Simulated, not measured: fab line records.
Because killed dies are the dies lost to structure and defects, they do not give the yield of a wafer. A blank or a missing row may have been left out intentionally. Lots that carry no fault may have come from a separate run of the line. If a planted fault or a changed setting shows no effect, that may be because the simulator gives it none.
fab line records -- flow sky130
[record] lots = 6, wafers = 18, last_day = 50
route steps=708 shown LDD_HVP@286 LDD_LDN@289 PAD_OPEN@708
lots with no fault: from the same line, run without faults
start_h: the number of hours between the record's first day and the start of the first shown wafer of the lot -- wait_h: hours elapsed since this lot's preceding step -- " identical to the entry in the row above -- L1.1+2: several wafers, shown together as one row -- - no value present, or no start provided -- * or withheld: withheld -- < > ~ a bound
route shown NAME@n: names a module that has steps shown in the file, with the first one's number in the route -- usual: mean/standard deviation of fault-free wafers -- same: alike in all rows -- chamber/n: place in a boat -- sites: each site's reading -- _std_site: standard deviation across them -- _edge_site: the outer-site mean with the inner-site mean subtracted -- radius_mm: for every site, how far away it sits from the centre of the wafer -- mask NAME#n: copy n -- behind: the tool/chamber that last shaped the wafer -- hold: cause of the lot's hold/its duration in hours/its outcome -- device: which transistor (n, p or np) failed to switch -- end of line: at the end of the route, the tests of the same wafers -- step lacking rows: just its recipe -- killed: dies that structure and defects cost at the first sort, which is not the same as the wafer's yield -- map: a wafer's dies, marking killed ones x, the rest . and places with no die _
set.NAME: the run value of the setting; set.NAME@STEP: its run value at that earlier step -- model.NAME: the simulator's own value behind a step, which no gauge read
lots seen at some steps along the route; tables by step, rows by wafer
services: a tool's chamber out of use, with start hour (start_h, from the record's first day; less than 0 if before it), hours out, and reason
[[steps]]
[step SKY_LDD_HVP_IMPLANT_08]
[recipe] species = B, energy_kev = 20, dose_cm2 = 1.7e+13, tilt_deg = 17.9
[step SKY_LDD_HVP_STRIP_09]
[recipe] chemistry = O2/N2, power_w = 1400, pressure_mtorr = 1500, platen_temp_c = withheld, o2_flow_sccm = 3000, n2_flow_sccm = 300, overash_fraction = 0.5
[usual] drypump_motor_current_A = 5.5/0.4, oes_product_au = 0.408/0.0044, strip_time_to_endpoint_s = 4.132/0.016
[same] overash_fraction = 0.5
lot.wafer,tool,chamber,start_h,wait_h,drypump_motor_current_A,oes_product_au,rf_hours_counter_h,strip_time_to_endpoint_s
L735.1,plasma_asher-04,0,483.60,0.1,6.0,0.407,77,4.137
L735.2,plasma_asher-04,1,483.60,0.1,5.7,0.408,77,4.162
L735.3,plasma_asher-04,0,483.60,0.1,6.0,0.407,-,4.134
L737.1,plasma_asher-04,0,507.11,0.1,6.0,0.402,79,4.116
L737.5,plasma_asher-04,1,507.11,0.1,5.8,0.405,-,4.114
L737.6,plasma_asher-04,0,507.11,0.1,6.0,0.409,-,4.121
L750.3,plasma_asher-04,1,625.50,0.1,5.8,0.410,-,4.122
L750.4,plasma_asher-04,0,625.50,0.1,6.0,0.407,-,4.138
L750.6,plasma_asher-04,1,625.50,0.1,5.8,0.407,-,4.127
L753.1,plasma_asher-01,1,694.95,0.1,5.8,0.415,59,4.142
L753.3,plasma_asher-01,1,694.95,0.1,5.7,0.409,-,4.119
L753.5,plasma_asher-01,1,694.95,0.1,5.8,0.406,-,4.129
L757.2,plasma_asher-01,0,697.20,0.1,5.0,0.413,59,4.139
L757.3,plasma_asher-01,1,697.20,0.1,5.8,0.405,-,4.118
L757.4,plasma_asher-01,0,697.20,0.1,4.9,0.405,-,4.132
L754.1,plasma_asher-04,0,697.85,0.1,6.0,0.410,98,4.144
L754.5,plasma_asher-04,0,697.85,0.1,6.0,0.408,-,4.119
L754.6,plasma_asher-04,1,697.85,0.1,5.8,0.403,-,4.110
[step SKY_LDD_HVP_TW_MEAS_10]
[usual] LDD_HVP_TW = 452/5.9
lot.wafer,tool,chamber,start_h,wait_h,LDD_HVP_TW
L735.1,film_metro-02,-,483.70,0.1,456
L735.2,film_metro-02,-,483.70,0.1,459
L735.3,film_metro-02,-,483.70,0.1,459
L737.1,film_metro-01,-,507.21,0.1,446
L737.5,film_metro-01,-,507.21,0.1,445
L737.6,film_metro-01,-,507.21,0.1,444
L750.3,film_metro-02,-,625.58,0.1,458
L750.4,film_metro-02,-,625.58,0.1,456
L750.6,film_metro-02,-,625.58,0.1,458
L753.1,film_metro-01,-,695.05,0.1,446
L753.3,film_metro-01,-,695.05,0.1,445
L753.5,film_metro-01,-,695.05,0.1,443
L757.2,film_metro-02,-,697.31,0.1,456
L757.3,film_metro-02,-,697.31,0.1,460
L757.4,film_metro-02,-,697.31,0.1,459
L754.1,film_metro-03,-,697.95,0.1,451
L754.5,film_metro-03,-,697.95,0.1,450
L754.6,film_metro-03,-,697.95,0.1,452
[step SKY_LDD_LDN_DEHYDRATE_00]
[recipe] temp_c = 200, time_s = 60
[step SKY_LDD_LDN_HMDS_01]
[recipe] prime_time_s = 60, prime_temp_c = 120
[step SKY_LDD_LDN_COAT_02]
[recipe] resist = NOVOLAK, spin_rpm = 3000, resist_thk_nm = 1140
[step SKY_LDD_LDN_SOFTBAKE_03]
[recipe] temp_c = 90, time_s = 60, resist = NOVOLAK
[step SKY_LDD_LDN_EXPOSE_04]
[recipe] mask_id = LDNTM, na = 0.6, source_shape = conventional, sigma_outer = 0.6, polarization = unpolarized, target_cd_nm = 700, dose_mj = 140
[step SKY_LDD_LDN_PEB_05]
[recipe] temp_c = withheld, time_s = *, resist = NOVOLAK
[step SKY_LDD_LDN_DEVELOP_06]
[recipe] resist = NOVOLAK, developer = TMAH, develop_time_s = 60, dev_temp_c = 23
[step SKY_LDD_LDN_OVL_MEAS_07]
[usual] LDD_LDN_OVL = 1.0/1.4
lot.wafer,tool,chamber,start_h,wait_h,LDD_LDN_OVL[nm]
L735.1,overlay-01,-,514.26,0.1,0.2
L735.2,overlay-01,-,514.26,0.1,-0.1
L735.3,overlay-01,-,514.26,0.1,3.3
L737.1,overlay-01,-,537.21,0.1,3.2
L737.5,overlay-01,-,537.21,0.1,2.2
L737.6,overlay-01,-,537.21,0.1,3.0
L750.3,overlay-01,-,653.87,0.1,3.3
L750.4,overlay-01,-,653.87,0.1,3.3
L750.6,overlay-01,-,653.87,0.1,2.6
L753.1,overlay-01,-,721.86,0.1,3.1
L753.3,overlay-01,-,721.86,0.1,2.2
L753.5,overlay-01,-,721.86,0.1,1.6
L757.2,overlay-01,-,723.68,0.1,4.1
L757.3,overlay-01,-,723.68,0.1,1.8
L757.4,overlay-01,-,723.68,0.1,2.9
L754.1,overlay-01,-,725.24,0.1,2.4
L754.5,overlay-01,-,725.24,0.1,2.9
L754.6,overlay-01,-,725.24,0.1,0.0
[step SKY_LDD_LDN_IMPLANT_08]
[recipe] species = As, energy_kev = 15, dose_cm2 = 1.25e+13, tilt_deg = withheld, rotation_deg = 23
[step SKY_LDD_LDN_IMPLANT_09]
[recipe] species = As, energy_kev = 15, dose_cm2 = 1.25e+13, tilt_deg = withheld, rotation_deg = 113
[usual] beam_energy_keV = 15.001/0.0044
lot.wafer,tool,chamber,start_h,wait_h,beam_energy_keV,model.implant.rp_nm,model.implant.drp_nm
L735.1,implanter-03,0,514.46,0.1,15.001,12.41,5.933
L735.2,implanter-03,0,514.46,0.1,15.007,12.41,5.933
L735.3,implanter-03,0,514.46,0.1,14.995,12.41,5.933
L737.1,implanter-04,0,537.40,0.1,14.998,13.2,5.933
L737.5,implanter-04,0,537.40,0.1,15.002,13.2,5.933
L737.6,implanter-04,0,537.40,0.1,15.001,13.2,5.933
L750.3,implanter-03,0,654.10,0.1,15.002,13,5.933
L750.4,implanter-03,0,654.10,0.1,15.000,13,5.933
L750.6,implanter-03,0,654.10,0.1,14.998,13,5.933
L753.1,implanter-03,0,722.05,0.1,16.615,14.09,6.352
L753.3,implanter-03,0,722.05,0.1,16.603,14.09,6.352
L753.5,implanter-03,0,722.05,0.1,16.608,14.09,6.352
L757.2,implanter-04,0,723.89,0.1,15.000,12.98,5.933
L757.3,implanter-04,0,723.89,0.1,15.008,12.98,5.933
L757.4,implanter-04,0,723.89,0.1,15.011,12.98,5.933
L754.1,implanter-03,0,725.42,0.1,16.607,14.47,6.352
L754.5,implanter-03,0,725.42,0.1,16.609,14.47,6.352
L754.6,implanter-03,0,725.42,0.1,16.605,14.47,6.352
[step SKY_LDD_LDN_IMPLANT_10]
[recipe] species = As, energy_kev = 15, dose_cm2 = 1.25e+13, tilt_deg = withheld, rotation_deg = 203
[step SKY_PAD_OPEN_PROBE_99]
[usual] killed_at_M0_to_M3 = 43/7.3, killed_at_M4_up = 3.0/2, killed_at_contacts = 24/5.2, killed_at_front_end = 15/4.4, killed_at_other = 0.2/0.48, killed_dies = 86/9.1, killed_open = 47/7.3, killed_short = 38/6.4
[same] gross_dies = 492, killed_at_back_side = 0
lot.wafer,tool,chamber,start_h,wait_h,killed_at_M0_to_M3,killed_at_M4_up,killed_at_contacts,killed_at_front_end,killed_at_other,killed_dies,killed_open,killed_short
L735.1,prober-01,-,1068.59,0.1,46,1,25,15,0,87,52,35
L735.2,prober-01,-,1068.64,0.1,41,3,27,8,1,80,52,28
L735.3,prober-01,-,1068.69,0.2,44,5,24,10,0,83,41,42
L737.1,prober-01,-,1083.84,0.1,35,3,21,15,0,74,44,30
L737.5,prober-01,-,1084.04,0.2,55,1,25,13,0,94,51,43
L737.6,prober-01,-,1084.09,0.2,47,5,32,10,0,94,40,54
L750.3,prober-02,-,1164.19,0.2,34,3,16,24,0,77,41,36
L750.4,prober-02,-,1164.24,0.2,41,4,22,21,0,88,46,39
L750.6,prober-02,-,1164.34,0.2,41,1,17,20,0,79,47,31
L753.1,prober-01,-,1203.81,0.1,54,3,19,12,0,88,50,38
L753.3,prober-01,-,1203.91,0.2,34,4,30,9,0,77,43,34
L753.5,prober-01,-,1204.01,0.2,50,3,26,8,0,87,53,33
L754.1,prober-01,-,1205.31,0.1,48,14,20,16,0,98,49,49
L754.5,prober-01,-,1205.51,0.2,40,1,21,11,0,73,40,32
L754.6,prober-01,-,1205.56,0.2,41,3,20,20,0,84,51,33
L757.2,prober-02,-,1205.36,0.1,34,3,22,14,2,75,44,30
L757.3,prober-02,-,1205.41,0.2,43,7,17,18,0,85,40,44
L757.4,prober-02,-,1205.46,0.2,42,3,20,13,0,78,40,37
// killed by level:class
L735.1 CONTACT:geometric_particle:open=11 VIA3:geometric_particle:open=8 METAL1:geometric_particle:short=8 VIA1:geometric_particle:open=8 POLY_GATE:geometric_particle:short=6 LI_CONTACT:geometric_particle:open=5 VIA2:geometric_particle:open=5 FIELD_ISO:geometric_particle:open=4
L735.2 CONTACT:geometric_particle:open=13 LI_CONTACT:geometric_particle:open=9 VIA1:geometric_particle:open=9 METAL1:geometric_particle:short=7 VIA2:geometric_particle:open=7 VIA3:geometric_particle:open=7 METAL2:geometric_particle:short=5 POLY_GATE:geometric_particle:short=3
L735.3 CONTACT:geometric_particle:open=10 METAL1:geometric_particle:short=7 VIA1:geometric_particle:open=6 METAL2:geometric_particle:short=6 VIA3:geometric_particle:open=6 VIA2:geometric_particle:short=5 LOCAL_INTERCONNECT:geometric_particle:short=5 VIA1:geometric_particle:short=5
L737.1 VIA1:geometric_particle:open=13 CONTACT:geometric_particle:open=11 POLY_GATE:geometric_particle:short=6 METAL1:geometric_particle:short=4 POLY_GATE:geometric_particle:open=3 LI_CONTACT:geometric_particle:open=3 VIA1:geometric_particle:short=3 VIA2:geometric_particle:open=3
L737.5 VIA1:geometric_particle:open=15 VIA1:geometric_particle:short=8 LI_CONTACT:geometric_particle:open=7 VIA3:geometric_particle:open=6 CONTACT:geometric_particle:open=6 CONTACT:geometric_particle:short=6 METAL1:geometric_particle:short=6 VIA2:geometric_particle:open=5
L737.6 METAL2:geometric_particle:short=9 LOCAL_INTERCONNECT:geometric_particle:short=9 CONTACT:geometric_particle:open=8 VIA3:geometric_particle:open=8 LI_CONTACT:geometric_particle:open=7 VIA1:geometric_particle:open=7 VIA1:geometric_particle:short=6 VIA2:geometric_particle:open=4
L750.3 POLY_GATE:geometric_particle:open=7 POLY_GATE:geometric_particle:short=6 VIA3:geometric_particle:open=6 FIELD_ISO:geometric_particle:open=5 LI_CONTACT:geometric_particle:open=5 VIA1:geometric_particle:open=5 VIA2:geometric_particle:open=5 LOCAL_INTERCONNECT:geometric_particle:short=4
L750.4 VIA3:geometric_particle:open=9 CONTACT:geometric_particle:open=9 FIELD_ISO:geometric_particle:open=7 METAL1:geometric_particle:short=6 VIA1:geometric_particle:short=6 POLY_GATE:geometric_particle:short=5 LI_CONTACT:geometric_particle:open=5 VIA1:geometric_particle:open=5
L750.6 VIA3:geometric_particle:open=11 FIELD_ISO:geometric_particle:open=7 LI_CONTACT:geometric_particle:open=7 VIA1:geometric_particle:open=7 FIELD_ISO:geometric_particle:short=6 CONTACT:geometric_particle:open=6 VIA2:geometric_particle:open=6 VIA3:geometric_particle:short=5
L753.1 VIA3:geometric_particle:open=8 VIA1:geometric_particle:open=8 VIA2:geometric_particle:open=8 CONTACT:geometric_particle:open=6 METAL1:geometric_particle:short=6 METAL3:geometric_particle:short=5 LI_CONTACT:geometric_particle:open=5 VIA1:geometric_particle:short=5
L753.3 LI_CONTACT:geometric_particle:open=10 CONTACT:geometric_particle:open=9 VIA3:geometric_particle:open=7 LOCAL_INTERCONNECT:geometric_particle:short=6 VIA1:geometric_particle:open=6 VIA3:geometric_particle:short=5 VIA2:geometric_particle:open=5 FIELD_ISO:geometric_particle:short=4
L753.5 VIA3:geometric_particle:open=14 CONTACT:geometric_particle:open=10 VIA1:geometric_particle:open=8 VIA2:geometric_particle:open=7 METAL1:geometric_particle:short=6 LI_CONTACT:geometric_particle:open=5 CONTACT:geometric_particle:short=5 VIA1:geometric_particle:short=5
L754.1 VIA1:geometric_particle:open=8 METAL2:geometric_particle:short=8 VIA2:geometric_particle:open=8 LI_CONTACT:geometric_particle:open=7 METAL4:geometric_particle:short=7 POLY_GATE:geometric_particle:open=6 CONTACT:geometric_particle:short=6 VIA3:geometric_particle:open=5
L757.2 VIA1:geometric_particle:open=7 POLY_GATE:geometric_particle:open=6 CONTACT:geometric_particle:open=6 CONTACT:geometric_particle:short=6 VIA2:geometric_particle:open=5 VIA3:geometric_particle:short=5 VIA3:geometric_particle:open=5 LI_CONTACT:geometric_particle:open=4
L757.3 VIA1:geometric_particle:open=9 FIELD_ISO:geometric_particle:short=8 LI_CONTACT:geometric_particle:open=7 METAL1:geometric_particle:short=6 METAL2:geometric_particle:short=6 VIA2:geometric_particle:open=5 CONTACT:geometric_particle:open=4 VIA2:geometric_particle:short=4
L757.4 VIA1:geometric_particle:open=8 METAL2:geometric_particle:short=7 CONTACT:geometric_particle:open=6 LI_CONTACT:geometric_particle:open=5 VIA3:geometric_particle:open=5 POLY_GATE:geometric_particle:open=4 LI_CONTACT:geometric_particle:short=4 METAL3:geometric_particle:short=4
L754.5 VIA1:geometric_particle:open=12 LI_CONTACT:geometric_particle:open=10 METAL2:geometric_particle:short=6 CONTACT:geometric_particle:open=5 METAL1:geometric_particle:short=5 VIA2:geometric_particle:open=5 VIA2:geometric_particle:short=4 VIA3:geometric_particle:open=4
L754.6 VIA3:geometric_particle:open=9 VIA1:geometric_particle:open=9 FIELD_ISO:geometric_particle:open=8 CONTACT:geometric_particle:open=7 CONTACT:geometric_particle:short=6 METAL1:geometric_particle:short=6 VIA2:geometric_particle:open=6 POLY_GATE:geometric_particle:short=5
[[services]]
tool,chamber,start_h,hours,kind
implanter-04,-,470.66,1.2,repair
implanter-04,-,512.64,12.1,repair
implanter-03,-,519.18,1.3,repair
implanter-03,-,535.15,2.3,repair
implanter-03,-,537.57,0.8,repair
implanter-03,-,550.93,6.3,repair
plasma_asher-04,-,576.53,2.8,repair
plasma_asher-01,-,625.81,5.2,repair
implanter-04,-,703.77,1.0,repair
[[key]]
[first_sign] step = SKY_LDD_LDN_IMPLANT_09, reading = beam_energy_keV, direction = up, sigmas = 99+, usual = *, struck = *
effect none on later readings
[model_effect] step = SKY_LDD_LDN_IMPLANT_09, value = implant.rp_nm, without = 13.29, struck = 14.28
met_at SKY_LDD_LDN_IMPLANT_09
struck_wafers L753.1,L753.3,L753.5,L754.1,L754.5,L754.6
tester_left_out L753,L754
onset_between 654.10 722.05
[fault] kind = process_parameter_drift, tool = implanter-03, chamber = -, onset_h = 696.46, steps = SKY_LDD_LDN_IMPLANT_09, channel = energy_kev, offset = *, shape = step, end_h = 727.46, acts_in = *, stated = *
// tester_left_out: of these lots the tester's yield and bins aren't shown, on N5 and GAA mostly nor the transistor test; their killed dies are dies lost to structure and defects alone, not to doping, threshold or leakage, so they don't give the yield
